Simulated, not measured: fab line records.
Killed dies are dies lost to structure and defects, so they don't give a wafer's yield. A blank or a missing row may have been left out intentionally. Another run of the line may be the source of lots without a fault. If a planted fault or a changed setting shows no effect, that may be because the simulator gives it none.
Matching of chambers / flow sky130 / cmp-01 running SKY_VIA2_CMP_02: 4 sister chambers
The step polishes SiO2. 4 wafers are shown with their chamber, then 11 later ones without.

## WAFERS PAIRED WITH THEIR CHAMBERS
wafer=L239.1; chamber=3; motor-current-A (A)=10.1
wafer=L240.2; chamber=0; motor-current-A (A)=12.4
wafer=L240.5; chamber=2; motor-current-A (A)=13.7
wafer=L243.3; chamber=1; motor-current-A (A)=11.9

## WAFERS WITH NO CHAMBER GIVEN
wafer=L243.4; motor-current-A (A)=12.9
wafer=L243.5; motor-current-A (A)=14.3
wafer=L249.1; motor-current-A (A)=12.0
wafer=L249.2; motor-current-A (A)=12.3
wafer=L249.6; motor-current-A (A)=14.1
wafer=L250.2; motor-current-A (A)=14.6
wafer=L250.4; motor-current-A (A)=12.5
wafer=L250.6; motor-current-A (A)=14.6
wafer=L254.4; motor-current-A (A)=11.1
wafer=L254.5; motor-current-A (A)=13.9
wafer=L254.6; motor-current-A (A)=12.0

## EACH ONE'S CHAMBER
wafer=L243.4; from the rows above=can't be placed: 0 or 2 or 1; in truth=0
wafer=L243.5; from the rows above=2; in truth=2
wafer=L249.1; from the rows above=can't be placed: 1 or 0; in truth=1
wafer=L249.2; from the rows above=can't be placed: 0 or 1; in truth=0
wafer=L249.6; from the rows above=2; in truth=2
wafer=L250.2; from the rows above=2; in truth=2
wafer=L250.4; from the rows above=can't be placed: 0 or 1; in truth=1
wafer=L250.6; from the rows above=2; in truth=2
wafer=L254.4; from the rows above=can't be placed: 1 or 3 or 0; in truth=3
wafer=L254.5; from the rows above=2; in truth=2
wafer=L254.6; from the rows above=can't be placed: 1 or 0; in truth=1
Correct placement for 5 of the 11. From these rows, 6 cannot be placed; in 6 the true chamber is one of the candidates. Number placed wrongly: 0.
How it was worked out, from the rows above alone: a wafer's distance from a chamber is the root of the sum, over the readings, of the square of ((its reading less the chamber's mean) divided by the reading's scatter). If the next closest chamber is less than 2 further off than the closest, the wafer can't be placed; otherwise it belongs to the closest. The mean given for a chamber averages the wafers shown for that chamber. The scatter (one wafer shown for each chamber): square how far every hidden wafer sits from the nearest shown wafer, average those squares and take the square root.
